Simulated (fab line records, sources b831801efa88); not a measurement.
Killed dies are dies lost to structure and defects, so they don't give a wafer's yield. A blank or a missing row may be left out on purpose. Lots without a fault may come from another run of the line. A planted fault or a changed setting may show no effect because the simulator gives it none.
fab line records | flow sky130
record lots=14 wafers=42 last_day=50
route steps=708 shown LI_CONTACT@375 METAL2@487 METAL5@670
lots that met no fault: from a run of the same line without faults
start_h: hours from the record's first day to the start of the lot's first wafer shown | wait_h: hours since the lot's step before | " the same as in the row above | L1.1+2: a row that stands for several wafers | - no value, or no start given | * or withheld: withheld | < > ~ a bound
route shown NAME@n: a module of which the file shows steps, and the number in the route of the first | usual: mean/standard deviation of fault-free wafers | same: alike in all rows | chamber/n: place in a boat | sites: the reading at each site | _std_site: their standard deviation | _edge_site: outer sites' mean less inner sites' | radius_mm: how far each site lies from the wafer's centre | mask NAME#n: copy n | behind: the tool/chamber that last shaped the wafer | hold: why the lot was held/for how many hours/how that ended | device: the transistor (n, p or np) that didn't switch | end of line: the same wafers' tests at the end of the route | a step without rows: its recipe alone | killed: dies lost to structure and defects at the first sort, not the wafer's yield | map: a wafer's dies, x killed, . not, _ none there
set.NAME: the setting as run; set.NAME@STEP: as run at that earlier step | model.NAME: the simulator's own value behind a step, which no gauge read
steps of the route over a sample of lots; a table a step, a row a wafer
services: from which hour (start_h, from the record's first day; less than 0 if before it) a tool's chamber was out of use, for how many hours, and why
## steps
# step SKY_LI_CONTACT_OVL_MEAS_13
# usual LI_CONTACT_OVL=2/6.4
# columns lot.wafer tool chamber start_h wait_h LI_CONTACT_OVL[nm]
L372.1 overlay-01 - 686.02 0.1 3
L372.4 " - " " -10
L372.6 " - " " -17
L375.2 overlay-02 - 705.92 0.1 4
L375.5 " - " " 12
L375.6 " - " " -3
L374.1 overlay-02 - 707.42 0.1 8
L374.2 " - " " 2
L374.5 " - " " 4
L376.1 overlay-01 - 726.92 0.1 -5
L376.2 " - " " 3
L376.4 " - " " 4
L377.1 overlay-01 - 730.87 0.1 6
L377.3 " - " " 6
L377.4 " - " " -1
L378.1 overlay-01 - 741.49 0.1 1
L378.3 " - " " 8
L378.6 " - " " 5
L379.2 overlay-02 - 746.22 0.1 3
L379.5 " - " " 2
L379.6 " - " " -3
L380.1 overlay-02 - 753.97 0.1 2
L380.2 " - " " 8
L380.5 " - " " 5
L381.2 overlay-02 - 759.48 0.1 -2
L381.4 " - " " 9
L381.5 " - " " -12
L388.1 overlay-01 - 823.87 0.1 3
L388.2 " - " " 14
L388.6 " - " " 2
L389.2 overlay-01 - 824.83 0.1 14
L389.4 " - " " 13
L389.5 " - " " 4
L390.1 overlay-01 - 825.47 0.1 -4
L390.3 " - " " 0
L390.4 " - " " -3
L392.1 overlay-02 - 840.79 0.1 12
L392.4 " - " " 10
L392.6 " - " " 1
L393.1 overlay-02 - 848.27 0.1 8
L393.3 " - " " 5
L393.6 " - " " -3
# step SKY_LI_CONTACT_SPUTTER_20
# recipe material=TiN target_thk_nm=20 chamber_pressure_pa=5 power_w=4000 time_s=80
# usual throttle_valve_pct=29.9/1
# columns lot.wafer tool chamber start_h wait_h throttle_valve_pct
L372.1 pvd_sputter-02 - 686.55 0.0 29.6
L372.4 " - " " 32.1
L372.6 " - " " 29.6
L375.2 pvd_sputter-04 - 706.47 0.0 28.7
L375.5 " - " " 28.9
L375.6 " - " " 29.8
L374.1 pvd_sputter-03 - 707.96 0.0 29.6
L374.2 " - " " 28.4
L374.5 " - " " 30.1
L376.1 pvd_sputter-04 - 727.46 0.0 31.5
L376.2 " - " " 28.7
L376.4 " - " " 29.8
L377.1 pvd_sputter-03 - 731.40 0.0 29.9
L377.3 " - " " 29.8
L377.4 " - " " 28.3
L378.1 pvd_sputter-02 - 742.02 0.0 30.7
L378.3 " - " " 31.9
L378.6 " - " " 30.8
L379.2 pvd_sputter-02 - 746.77 0.0 29.2
L379.5 " - " " 30.5
L379.6 " - " " 32.1
L380.1 pvd_sputter-02 - 754.50 0.0 32.0
L380.2 " - " " 29.5
L380.5 " - " " 29.2
L381.2 pvd_sputter-03 - 760.01 0.0 30.1
L381.4 " - " " 28.3
L381.5 " - " " 30.1
L388.1 pvd_sputter-04 - 824.41 0.0 29.1
L388.2 " - " " 28.7
L388.6 " - " " 28.6
L389.2 pvd_sputter-03 - 825.36 0.0 29.9
L389.4 " - " " 30.1
L389.5 " - " " 30.0
L390.1 pvd_sputter-04 - 826.00 0.0 28.8
L390.3 " - " " 28.7
L390.4 " - " " 29.7
L392.1 pvd_sputter-03 - 841.32 0.0 29.5
L392.4 " - " " 28.3
L392.6 " - " " 29.9
L393.1 pvd_sputter-03 - 848.80 0.0 28.4
L393.3 " - " " 30.1
L393.6 " - " " 28.2
# step SKY_METAL2_SPUTTER_04
# recipe material=TiN target_thk_nm=70 power_w=6500 time_s=58.3 chamber_pressure_pa=0.4
# usual throttle_valve_pct=30.2/0.94
# columns lot.wafer tool chamber start_h wait_h throttle_valve_pct
L372.1 pvd_sputter-01 - 802.62 0.0 29.2
L372.4 " - " " 30.2
L372.6 " - " " 29.3
L375.2 pvd_sputter-02 - 823.75 0.0 29.2
L375.5 " - " " 29.8
L375.6 " - " " 30.5
L374.1 pvd_sputter-04 - 823.91 0.0 29.1
L374.2 " - " " 31.5
L374.5 " - " " 29.0
L376.1 pvd_sputter-02 - 841.06 0.0 31.8
L376.2 " - " " 30.7
L376.4 " - " " 29.5
L377.1 pvd_sputter-01 - 847.40 0.0 30.4
L377.3 " - " " 29.3
L377.4 " - " " 30.4
L378.1 pvd_sputter-02 - 854.40 0.0 31.9
L378.3 " - " " 29.3
L378.6 " - " " 29.2
L379.2 pvd_sputter-04 - 861.67 0.0 28.9
L379.5 " - " " 31.8
L379.6 " - " " 29.7
L380.1 pvd_sputter-04 - 866.59 0.0 29.7
L380.2 " - " " 31.5
L380.5 " - " " 29.2
L381.2 pvd_sputter-01 - 872.21 0.0 30.7
L381.4 " - " " 30.6
L381.5 " - " " 30.7
L388.1 pvd_sputter-02 - 937.52 0.0 31.9
L388.2 " - " " 30.7
L388.6 " - " " 30.8
L389.2 pvd_sputter-01 - 937.60 0.0 30.5
L389.4 " - " " 31.0
L389.5 " - " " 29.6
L390.1 pvd_sputter-02 - 937.90 0.0 29.4
L390.3 " - " " 29.8
L390.4 " - " " 30.6
L392.1 pvd_sputter-01 - 947.75 0.0 30.6
L392.4 " - " " 30.5
L392.6 " - " " 30.7
L393.1 pvd_sputter-04 - 960.65 0.0 29.4
L393.3 " - " " 31.6
L393.6 " - " " 28.9
# step SKY_METAL5_COAT_09
# recipe resist=NOVOLAK spin_rpm=3000 resist_thk_nm=1800
# usual spin_speed_rpm=3000.0/2
# columns lot.wafer tool chamber start_h wait_h spin_speed_rpm
L372.1 litho_track-04 0 1028.22 0.1 2998.7
L372.4 " 0 " " 2998.2
L372.6 " 0 " " 2998.7
L375.2 litho_track-01 0 1045.04 0.1 3002.5
L375.5 " 0 " " 3002.7
L375.6 " 0 " " 2997.2
L374.1 litho_track-04 0 1045.27 0.1 2999.3
L374.2 " 0 " " 3000.3
L374.5 " 0 " " 2993.8
L376.1 litho_track-04 0 1055.42 0.1 3003.9
L376.2 " 0 " " 3004.6
L376.4 " 0 " " 3001.2
L377.1 litho_track-01 0 1060.47 0.1 2997.5
L377.3 " 0 " " 2999.9
L377.4 " 0 " " 2997.2
L378.1 litho_track-01 0 1065.57 0.1 3000.4
L378.3 " 0 " " 2999.2
L378.6 " 0 " " 2998.6
L379.2 litho_track-04 0 1075.45 0.1 3003.1
L379.5 " 0 " " 2998.8
L379.6 " 0 " " 2997.1
L380.1 litho_track-01 0 1078.77 0.1 2999.4
L380.2 " 0 " " 2999.8
L380.5 " 0 " " 3000.6
L381.2 litho_track-02 0 1080.27 0.1 2998.5
L381.4 " 0 " " 3003.7
L381.5 " 0 " " 3002.3
L388.1 litho_track-01 0 1140.22 0.1 2996.8
L388.2 " 0 " " 3000.4
L388.6 " 0 " " 3001.1
L389.2 litho_track-02 0 1140.27 0.1 2997.3
L389.4 " 0 " " 3000.6
L389.5 " 0 " " 2999.4
L390.1 litho_track-01 0 1140.82 0.1 2998.0
L390.3 " 0 " " 2997.7
L390.4 " 0 " " 3000.8
L392.1 litho_track-01 0 1142.67 0.1 3001.0
L392.4 " 0 " " 2995.5
L392.6 " 0 " " 2998.5
L393.1 litho_track-02 0 1151.75 0.1 3001.8
L393.3 " 0 " " 3003.9
L393.6 " 0 " " 3002.7
# step SKY_METAL5_STRIP_16
# recipe chemistry=O2/N2 power_w=1400 pressure_mtorr=1500 platen_temp_c=withheld o2_flow_sccm=3000 n2_flow_sccm=300 overash_fraction=0.5
# usual drypump_motor_current_A=5.8/0.55 o2_flow_sccm=3000/8.5 oes_product_au=0.710/0.0044 strip_time_to_endpoint_s=13.08/0.095
# columns lot.wafer tool chamber start_h wait_h drypump_motor_current_A o2_flow_sccm oes_product_au rf_hours_counter_h strip_time_to_endpoint_s
L372.1 plasma_asher-04 0 1040.74 0.2 6.6 3008 0.707 89 12.96
L372.4 " 0 " " 6.6 2998 0.701 - 12.87
L372.6 " 0 " " 6.6 3000 0.706 - 12.88
L375.2 plasma_asher-03 1 1057.19 0.2 5.9 3005 0.708 28 13.09
L375.5 " 0 " " 6.0 2994 0.717 - 13.24
L375.6 " 1 " " 5.9 2999 0.707 - 13.03
L374.1 plasma_asher-04 1 1057.32 0.2 5.3 2996 0.710 90 13.17
L374.2 " 0 " " 6.6 2992 0.717 90 13.02
L374.5 " 0 " " 6.6 2994 0.703 - 13.08
L376.1 plasma_asher-03 1 1065.99 0.2 5.9 3012 0.699 29 13.16
L376.2 " 0 " " 6.0 2986 0.716 29 13.06
L376.4 " 0 " " 6.0 2998 0.703 - 12.98
L377.1 plasma_asher-04 0 1070.12 0.2 6.6 2990 0.711 92 13.08
L377.3 " 1 " " 5.3 2988 0.712 - 13.10
L377.4 " 0 " " 6.6 2989 0.711 - 13.14
L378.1 plasma_asher-04 1 1076.04 0.2 5.3 3010 0.712 92 18.77
L378.3 " 0 " " 6.6 3004 0.712 - 18.60
L378.6 " 1 " " 5.3 3008 0.707 - 18.72
L379.2 plasma_asher-01 1 1086.64 0.2 6.1 3004 0.709 2 13.15
L379.5 " 1 " " 6.1 3007 0.716 - 13.20
L379.6 " 0 " " 4.9 2992 0.712 - 13.11
L380.1 plasma_asher-03 0 1089.04 0.2 6.1 3007 0.720 32 18.65
L380.2 " 1 " " 5.9 3001 0.718 32 18.63
L380.5 " 1 " " 5.9 3020 0.699 - 18.79
L381.2 plasma_asher-03 1 1090.27 0.2 5.9 3000 0.709 32 13.19
L381.4 " 0 " " 6.0 3017 0.717 - 13.18
L381.5 " 0 " " 6.0 3008 0.703 - 13.22
L388.1 plasma_asher-03 0 1149.94 0.2 6.0 3004 0.714 37 12.99
L388.2 " 1 " " 5.9 3005 0.709 37 13.07
L388.6 " 0 " " 6.0 3003 0.718 - 12.92
L389.2 plasma_asher-01 0 1150.32 0.2 4.9 2991 0.712 8 12.92
L389.4 " 1 " " 6.1 3007 0.707 - 13.14
L389.5 " 0 " " 4.9 3002 0.712 - 13.08
L390.1 plasma_asher-04 1 1151.04 0.2 5.3 3002 0.706 99 13.13
L390.3 " 1 " " 5.3 3007 0.712 - 12.92
L390.4 " 0 " " 6.6 3009 0.710 - 13.00
L392.1 plasma_asher-04 0 1152.69 0.2 6.6 2993 0.715 99 12.92
L392.4 " 1 " " 5.3 2994 0.710 - 12.96
L392.6 " 0 " " 6.6 2994 0.708 - 13.03
L393.1 plasma_asher-01 0 1160.39 0.2 4.9 2993 0.717 9 13.10
L393.3 " 0 " " 4.9 3003 0.716 - 13.02
L393.6 " 1 " " 6.1 3008 0.711 - 13.04
## services
# columns tool chamber start_h hours kind
pvd_sputter-04 - 663.70 2.4 repair
pvd_sputter-01 - 694.15 9.5 repair
plasma_asher-04 - 695.97 2.8 pm
plasma_asher-03 - 733.75 9.0 pm
pvd_sputter-03 - 761.98 3.0 repair
pvd_sputter-04 - 762.97 4.2 repair
plasma_asher-04 - 766.47 1.9 repair
plasma_asher-03 - 770.43 4.1 repair
pvd_sputter-02 - 794.24 9.0 repair
pvd_sputter-01 - 803.65 39.1 repair
pvd_sputter-04 - 807.32 8.4 repair
pvd_sputter-04 - 840.32 3.3 repair
pvd_sputter-04 - 854.22 1.9 repair
plasma_asher-03 - 863.12 4.8 repair
pvd_sputter-02 - 924.27 0.6 repair
pvd_sputter-02 - 928.96 2.4 repair
pvd_sputter-04 - 943.92 1.2 repair
pvd_sputter-04 - 996.90 1.3 repair
plasma_asher-04 - 1058.49 2.7 repair
pvd_sputter-02 - 1059.14 3.5 repair
pvd_sputter-02 - 1065.89 18.9 repair
pvd_sputter-04 - 1097.90 14.4 repair
pvd_sputter-02 - 1114.70 2.4 repair
pvd_sputter-02 - 1151.21 6.7 repair
## key
first_sign step=SKY_METAL5_STRIP_16 reading=strip_time_to_endpoint_s direction=up sigmas=59 usual=* struck=*
effect none on later readings
met_at SKY_METAL5_COAT_09
struck_lots L378,L380
not_acting_at SKY_LI_CONTACT_OVL_MEAS_13,SKY_LI_CONTACT_SPUTTER_20,SKY_METAL2_SPUTTER_04
onset_between 1060.47 1065.57
fault kind=process_parameter_drift tool=litho_track-01 chamber=- onset_h=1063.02 steps=SKY_METAL5_COAT_09 channel=resist_thk_nm offset=493.97 shape=step end_h=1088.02 acts_in=these_recipes_only stated=1800
